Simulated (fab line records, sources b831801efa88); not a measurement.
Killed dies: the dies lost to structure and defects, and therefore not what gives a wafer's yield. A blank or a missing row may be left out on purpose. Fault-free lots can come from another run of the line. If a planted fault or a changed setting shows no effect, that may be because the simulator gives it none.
Which tool was responsible? | flow gf180mcu | 72 wafers from 24 lots sampled at 6 of the route's 602 steps

WHAT THE GAUGES SHOWED, per wafer
GF_STI_THK_MEAS_22.
lot  | measured    | on            | STI_OXIDATION_01_THK (nm)
L074 | day 2 03:38 | film-metro-03 | 14.9 14.9 14.8
L075 | day 2 08:01 | film-metro-03 | 15.3 15.7 15.2
L076 | day 2 14:37 | film-metro-02 | 15.1 15.1 15.0
L077 | day 2 20:03 | film-metro-02 | 14.9 14.9 15.2
L078 | day 2 23:39 | film-metro-03 | 14.6 14.8 14.7
L079 | day 3 05:14 | film-metro-02 | 15.4 15.4 15.7
L080 | day 3 10:07 | film-metro-03 | 15.0 15.1 15.1
L081 | day 3 16:34 | film-metro-03 | 14.9 14.9 15.0
L082 | day 3 20:08 | film-metro-02 | 15.1 15.3 15.2
L083 | day 4 00:41 | film-metro-02 | 14.9 15.1 15.1
L084 | day 4 07:34 | film-metro-04 | 14.8 15.1 15.2
L085 | day 4 15:44 | film-metro-02 | 15.2 15.5 15.5
L086 | day 4 21:20 | film-metro-03 | 15.2 14.9 14.9
L087 | day 5 02:41 | film-metro-02 | 15.2 15.1 15.3
L088 | day 5 09:24 | film-metro-02 | 15.2 15.0 14.9
L089 | day 5 13:05 | film-metro-02 | 14.6 14.8 15.0
L090 | day 5 17:43 | film-metro-02 | 15.0 15.2 15.2
L092 | day 6 00:53 | film-metro-02 | 15.1 15.1 15.1
L091 | day 6 01:06 | film-metro-02 | 14.6 14.6 14.4
L093 | day 6 06:04 | film-metro-03 | 15.1 15.3 15.1
L094 | day 6 10:07 | film-metro-04 | 15.2 15.0 15.0
L095 | day 6 15:56 | film-metro-04 | 14.4 15.0 14.8
L096 | day 6 21:45 | film-metro-04 | 14.8 14.7 14.7
L097 | day 7 01:58 | film-metro-02 | 14.4 14.5 14.6

GF_V1_OVL_MEAS_15.
lot  | measured     | on         | V1_OVL (nm)
L074 | day 18 02:08 | overlay-02 | -9 4 0
L075 | day 18 06:22 | overlay-01 | 5 9 6
L076 | day 18 17:58 | overlay-02 | 12 6 10
L077 | day 19 00:53 | overlay-02 | -3 -8 3
L078 | day 19 13:41 | overlay-02 | 4 6 1
L079 | day 20 06:02 | overlay-02 | 5 4 -1
L080 | day 20 13:41 | overlay-02 | 10 8 8
L081 | day 21 00:59 | overlay-02 | -8 -10 -10
L082 | day 21 05:40 | overlay-02 | -5 2 -7
L083 | day 21 13:22 | overlay-01 | -5 1 3
L084 | day 22 02:40 | overlay-02 | -2 -5 0
L085 | day 22 19:40 | overlay-02 | 2 -3 -3
L086 | day 23 07:53 | overlay-01 | 8 3 7
L087 | day 23 10:55 | overlay-01 | 0 2 5
L088 | day 23 14:10 | overlay-02 | 3 -3 -1
L089 | day 24 00:10 | overlay-01 | 0 -11 1
L090 | day 24 03:49 | overlay-01 | -2 0 -4
L092 | day 24 19:52 | overlay-01 | -1 -3 -10
L091 | day 24 15:11 | overlay-02 | -2 -3 -5
L093 | day 24 21:26 | overlay-02 | 2 4 6
L094 | day 25 05:34 | overlay-02 | 8 4 7
L095 | day 25 10:04 | overlay-01 | 1 -1 -7
L096 | day 25 19:23 | overlay-01 | 4 -5 -4
L097 | day 26 00:40 | overlay-01 | -5 -4 -4

GF_V1_RS_MEAS_24: measures by four-point-probe.
lot  | measured     | on            | V1_W_RS (ohm/sq)
L074 | day 18 03:02 | film-metro-03 | 0.323 0.328 0.322
L075 | day 18 07:17 | film-metro-03 | 0.326 0.323 0.327
L076 | day 18 18:52 | film-metro-02 | 0.328 0.326 0.328
L077 | day 19 02:10 | film-metro-02 | 0.328 0.332 0.326
L078 | day 19 14:36 | film-metro-03 | 0.331 0.329 0.331
L079 | day 20 07:01 | film-metro-02 | 0.326 0.328 0.327
L080 | day 20 14:39 | film-metro-02 | 0.328 0.324 0.330
L081 | day 21 01:55 | film-metro-02 | 0.320 0.317 0.321
L082 | day 21 06:38 | film-metro-04 | 0.331 0.331 0.325
L083 | day 21 14:20 | film-metro-02 | 0.324 0.324 0.327
L084 | day 22 03:35 | film-metro-04 | 0.326 0.328 0.326
L085 | day 22 20:35 | film-metro-04 | 0.332 0.330 0.329
L086 | day 23 08:51 | film-metro-02 | 0.326 0.329 0.329
L087 | day 23 11:52 | film-metro-04 | 0.330 0.333 0.329
L088 | day 23 15:05 | film-metro-04 | 0.332 0.333 0.328
L089 | day 24 01:04 | film-metro-03 | 0.326 0.326 0.326
L090 | day 24 04:44 | film-metro-03 | 0.328 0.324 0.323
L092 | day 24 20:46 | film-metro-04 | 0.322 0.323 0.321
L091 | day 24 16:07 | film-metro-02 | 0.326 0.324 0.328
L093 | day 24 22:24 | film-metro-02 | 0.330 0.328 0.328
L094 | day 25 06:35 | film-metro-03 | 0.332 0.325 0.322
L095 | day 25 11:01 | film-metro-03 | 0.335 0.331 0.333
L096 | day 25 20:22 | film-metro-03 | 0.320 0.329 0.324
L097 | day 26 01:37 | film-metro-02 | 0.326 0.329 0.329

TOOL THAT RAN EACH LOT (tool first, then ch and the chambers of the sampled wafers, then the start)
lot  | GF_SALICIDE_SPUTTER_02       | GF_SALICIDE_RTA_08               | GF_V1_SPUTTER_22
L074 | pvd-sputter-02, day 15 02:58 | rtp-anneal-01 ch 0, day 15 03:24 | pvd-sputter-01, day 18 02:53
L075 | pvd-sputter-04, day 15 07:02 | rtp-anneal-02 ch 0, day 15 07:29 | pvd-sputter-01, day 18 07:07
L076 | pvd-sputter-03, day 15 17:00 | rtp-anneal-01 ch 0, day 15 17:26 | pvd-sputter-02, day 18 18:43
L077 | pvd-sputter-02, day 16 00:53 | rtp-anneal-01 ch 0, day 16 01:20 | pvd-sputter-01, day 19 01:59
L078 | pvd-sputter-04, day 16 11:55 | rtp-anneal-01 ch 0, day 16 12:21 | pvd-sputter-01, day 19 14:26
L079 | pvd-sputter-04, day 17 02:57 | rtp-anneal-02 ch 0, day 17 03:26 | pvd-sputter-03, day 20 06:49
L080 | pvd-sputter-03, day 17 09:33 | rtp-anneal-01 ch 0, day 17 10:01 | pvd-sputter-03, day 20 14:26
L081 | pvd-sputter-04, day 17 20:39 | rtp-anneal-02 ch 0, day 17 21:05 | pvd-sputter-01, day 21 01:44
L082 | pvd-sputter-04, day 18 02:09 | rtp-anneal-01 ch 0, day 18 02:38 | pvd-sputter-01, day 21 06:26
L083 | pvd-sputter-03, day 18 08:25 | rtp-anneal-02 ch 0, day 18 08:53 | pvd-sputter-03, day 21 14:07
L084 | pvd-sputter-04, day 18 23:36 | rtp-anneal-02 ch 0, day 19 00:01 | pvd-sputter-01, day 22 03:26
L085 | pvd-sputter-02, day 19 16:14 | rtp-anneal-02 ch 0, day 19 16:40 | pvd-sputter-03, day 22 20:26
L086 | pvd-sputter-02, day 20 04:33 | rtp-anneal-02 ch 0, day 20 05:02 | pvd-sputter-01, day 23 08:38
L087 | pvd-sputter-04, day 20 08:13 | rtp-anneal-02 ch 0, day 20 08:41 | pvd-sputter-02, day 23 11:40
L088 | pvd-sputter-04, day 20 12:48 | rtp-anneal-02 ch 0, day 20 13:15 | pvd-sputter-02, day 23 14:55
L089 | pvd-sputter-03, day 20 23:18 | rtp-anneal-01 ch 0, day 20 23:44 | pvd-sputter-02, day 24 00:55
L090 | pvd-sputter-02, day 21 03:20 | rtp-anneal-02 ch 0, day 21 03:46 | pvd-sputter-02, day 24 04:35
L092 | pvd-sputter-03, day 21 19:51 | rtp-anneal-02 ch 0, day 21 20:17 | pvd-sputter-01, day 24 20:37
L091 | pvd-sputter-04, day 21 15:34 | rtp-anneal-01 ch 0, day 21 16:01 | pvd-sputter-01, day 24 15:56
L093 | pvd-sputter-04, day 21 20:43 | rtp-anneal-01 ch 0, day 21 21:11 | pvd-sputter-03, day 24 22:13
L094 | pvd-sputter-03, day 22 05:25 | rtp-anneal-02 ch 0, day 22 05:50 | pvd-sputter-03, day 25 06:26
L095 | pvd-sputter-03, day 22 10:37 | rtp-anneal-02 ch 0, day 22 11:03 | pvd-sputter-01, day 25 10:51
L096 | pvd-sputter-04, day 22 21:06 | rtp-anneal-02 ch 0, day 22 21:34 | pvd-sputter-01, day 25 20:10
L097 | pvd-sputter-04, day 23 02:40 | rtp-anneal-02 ch 0, day 23 03:08 | pvd-sputter-03, day 26 01:25
- GF_SALICIDE_SPUTTER_02: material Co, target thk 10 nm, time 20 s.
- GF_SALICIDE_RTA_08: time 30 s.
- GF_V1_SPUTTER_22: material TiN, target thk 10 nm, time 40 s.

WHAT THE TOOLS THEMSELVES READ (means of the sampled wafers that have a number; where no wafer has one, the mark that the record gives instead)
GF_SALICIDE_SPUTTER_02.
lot  | tool           | chamber-pressure-pa (Pa) | throttle-valve-pct (%)
L074 | pvd-sputter-02 | 0.3999                   | 30.2
L075 | pvd-sputter-04 | 0.4008                   | 30.0
L076 | pvd-sputter-03 | 0.4001                   | 30.1
L077 | pvd-sputter-02 | 0.4004                   | 30.8
L078 | pvd-sputter-04 | 0.3993                   | 30.5
L079 | pvd-sputter-04 | 0.3991                   | 29.9
L080 | pvd-sputter-03 | 0.3998                   | 28.6
L081 | pvd-sputter-04 | 0.4002                   | 30.8
L082 | pvd-sputter-04 | 0.4003                   | 30.2
L083 | pvd-sputter-03 | 0.4007                   | 29.3
L084 | pvd-sputter-04 | 0.4004                   | 30.7
L085 | pvd-sputter-02 | 0.3993                   | 29.8
L086 | pvd-sputter-02 | 0.4004                   | 31.0
L087 | pvd-sputter-04 | 0.3998                   | 30.4
L088 | pvd-sputter-04 | 0.4004                   | 30.4
L089 | pvd-sputter-03 | 0.3998                   | 30.3
L090 | pvd-sputter-02 | 0.3995                   | 30.4
L092 | pvd-sputter-03 | 0.3996                   | 29.5
L091 | pvd-sputter-04 | 0.4000                   | 30.5
L093 | pvd-sputter-04 | 0.3996                   | 29.8
L094 | pvd-sputter-03 | 0.3997                   | 29.3
L095 | pvd-sputter-03 | 0.3997                   | 29.4
L096 | pvd-sputter-04 | 0.4001                   | 30.0
L097 | pvd-sputter-04 | 0.4006                   | 29.3

GF_SALICIDE_RTA_08.
lot  | tool          | lamp-power-pct (%) | wafer_temp_C_max
L074 | rtp-anneal-01 | 17.1               | 805.6
L075 | rtp-anneal-02 | 15.6               | 803.1
L076 | rtp-anneal-01 | 17.1               | 805.5
L077 | rtp-anneal-01 | 17.1               | 805.4
L078 | rtp-anneal-01 | 17.1               | 805.0
L079 | rtp-anneal-02 | 15.5               | 802.5
L080 | rtp-anneal-01 | 17.1               | 805.0
L081 | rtp-anneal-02 | 15.6               | 803.1
L082 | rtp-anneal-01 | 17.1               | 804.8
L083 | rtp-anneal-02 | 15.5               | 802.6
L084 | rtp-anneal-02 | 15.6               | 802.3
L085 | rtp-anneal-02 | 15.6               | 802.1
L086 | rtp-anneal-02 | 15.5               | 802.7
L087 | rtp-anneal-02 | 15.6               | 802.6
L088 | rtp-anneal-02 | 15.5               | 803.0
L089 | rtp-anneal-01 | 17.1               | 805.0
L090 | rtp-anneal-02 | 15.6               | 802.3
L092 | rtp-anneal-02 | 15.5               | 802.4
L091 | rtp-anneal-01 | 17.1               | 804.1
L093 | rtp-anneal-01 | 17.1               | 804.4
L094 | rtp-anneal-02 | 15.5               | 802.5
L095 | rtp-anneal-02 | 15.6               | 802.5
L096 | rtp-anneal-02 | 15.5               | 802.8
L097 | rtp-anneal-02 | 15.5               | 802.7

GF_V1_SPUTTER_22.
lot  | tool           | chamber-pressure-pa (Pa) | throttle-valve-pct (%)
L074 | pvd-sputter-01 | 4.999                    | 30.1
L075 | pvd-sputter-01 | 5.004                    | 31.1
L076 | pvd-sputter-02 | 4.997                    | 29.6
L077 | pvd-sputter-01 | 5.000                    | 30.1
L078 | pvd-sputter-01 | 5.003                    | 30.7
L079 | pvd-sputter-03 | 4.999                    | 30.3
L080 | pvd-sputter-03 | 5.001                    | 30.3
L081 | pvd-sputter-01 | 4.999                    | 31.6
L082 | pvd-sputter-01 | 5.001                    | 30.2
L083 | pvd-sputter-03 | 5.001                    | 29.4
L084 | pvd-sputter-01 | 4.993                    | 30.5
L085 | pvd-sputter-03 | 5.009                    | 29.5
L086 | pvd-sputter-01 | 5.007                    | 30.4
L087 | pvd-sputter-02 | 5.003                    | 30.3
L088 | pvd-sputter-02 | 5.001                    | 30.4
L089 | pvd-sputter-02 | 4.997                    | 30.9
L090 | pvd-sputter-02 | 4.999                    | 30.9
L092 | pvd-sputter-01 | 5.000                    | 29.1
L091 | pvd-sputter-01 | 4.998                    | 30.2
L093 | pvd-sputter-03 | 5.004                    | 29.3
L094 | pvd-sputter-03 | 5.001                    | 30.4
L095 | pvd-sputter-01 | 5.002                    | 30.2
L096 | pvd-sputter-01 | 4.998                    | 30.2
L097 | pvd-sputter-03 | 5.004                    | 30.1

THE ANSWER, worked out from the rows above alone
Rule: the lots themselves supply what counts as usual. The widest of any qualifying gaps counts: lots, ordered by their means at a reading, are off when they make up no more than a third of the lots, leave a main group of 4 or more, and stand apart from it by 3 or more times the standard deviation of that group's means. If all means in a main group match to the digits the tables above print for the reading, that group is not used. Also off: a lot with no number at a reading for which 4 or more lots have one. The other lots that the step has rows for count as sound. First the gauges in route order, then the tools' own readings, where a lot's mean is used as printed above. The first step at which some lot is off is used, and at that step the reading that is off furthest; a lot without a number counts as furthest.
No lot is off at any reading shown: from this, nothing can be told.

WHAT WAS PUT IN BY THE SIMULATOR
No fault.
